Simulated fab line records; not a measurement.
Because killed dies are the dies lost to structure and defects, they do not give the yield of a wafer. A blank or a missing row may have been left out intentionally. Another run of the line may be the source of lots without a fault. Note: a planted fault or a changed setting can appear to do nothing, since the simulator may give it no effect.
One fault seen from 2 desks || flow gf180mcu || each desk holds nothing but its own numbers, with what lay behind them at the end

FOR THE TOOL OWNER'S DESK: pvd-sputter-01
The tool's own readings at GF_M3_SPUTTER_02 (material AlCu, target thk 450 nm, time 23.9 s): means of the sampled wafers that have a number, for each lot that ran on this tool. If a lot's mean is further than 4 standard deviations from the usual mean, the lot is out of limits and carries the mark OUT (the distance appears in the brackets).
Columns: A = throttle-valve-pct at GF_M3_SPUTTER_02, usual 31.0 %
{"lot": "L994", "first seen here": "day 20 20:11", "A": 30.3}
{"lot": "L996", "first seen here": "day 21 10:09", "A": 32.2}
{"lot": "L999", "first seen here": "day 22 08:21", "A": 32.4}
{"lot": "L103", "first seen here": "day 23 15:59", "A": 31.5}
{"lot": "L106", "first seen here": "day 24 18:02", "A": 31.0}
{"lot": "L110", "first seen here": "day 25 23:56", "A": 32.5}
Finding of this desk: none of the 6 lots has anything out of limits.

FROM THE METROLOGY DESK
Means of the sampled wafers that have a number, per lot and without regard to the tool the lot ran on: this is what the gauges read. If a lot's mean is further than 4 standard deviations from the usual mean, the lot is out of limits and carries the mark OUT (the distance appears in the brackets).
Columns: A = M3_ALCU_RS at GF_M3_RS_MEAS_05, usual 0.0697 ohm/sq
{"lot": "L994", "first seen here": "day 20 20:18", "A": 0.0695}
{"lot": "L996", "first seen here": "day 21 10:14", "A": 0.0683}
{"lot": "L999", "first seen here": "day 22 08:29", "A": 0.0696}
{"lot": "L101", "first seen here": "day 22 19:57", "A": 0.0688}
{"lot": "L102", "first seen here": "day 23 10:30", "A": 0.0700}
{"lot": "L103", "first seen here": "day 23 16:05", "A": 0.0701}
{"lot": "L105", "first seen here": "day 24 11:35", "A": 0.0706}
{"lot": "L106", "first seen here": "day 24 18:07", "A": "0.0362 (-44) OUT"}
{"lot": "L107", "first seen here": "day 25 02:58", "A": 0.0697}
{"lot": "L110", "first seen here": "day 26 00:03", "A": "0.0362 (-44) OUT"}
{"lot": "L112", "first seen here": "day 26 18:34", "A": 0.0704}
{"lot": "L115", "first seen here": "day 27 17:46", "A": 0.0694}
{"lot": "L116", "first seen here": "day 27 19:25", "A": 0.0700}
Per this desk, out of limits: L106, L110; the first was L106, day 24 18:07 (M3_ALCU_RS at GF_M3_RS_MEAS_05). Within limits: L994, L996, L999, L101, L102, L103, L105, L107, L112, L115, L116.

PUT TOGETHER
At day 24 18:07 the metrology desk could have sounded an alarm, on L106, L110.
Nothing out of limits was seen by the tool owner's desk.
On record at the tool owner's desk: L106, L110, within its limits.
GF_M3_SPUTTER_02 was run on pvd-sputter-01 by each of the lots named.

WHAT WAS PUT IN BY THE SIMULATOR
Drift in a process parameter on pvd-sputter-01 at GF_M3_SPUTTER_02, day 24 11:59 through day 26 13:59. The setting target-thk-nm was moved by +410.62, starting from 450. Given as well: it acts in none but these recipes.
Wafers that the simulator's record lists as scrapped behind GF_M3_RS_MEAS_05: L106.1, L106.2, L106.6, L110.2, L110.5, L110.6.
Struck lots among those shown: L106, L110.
Delay in hours, fault start to first out-of-limits reading, per desk: metrology desk 6.
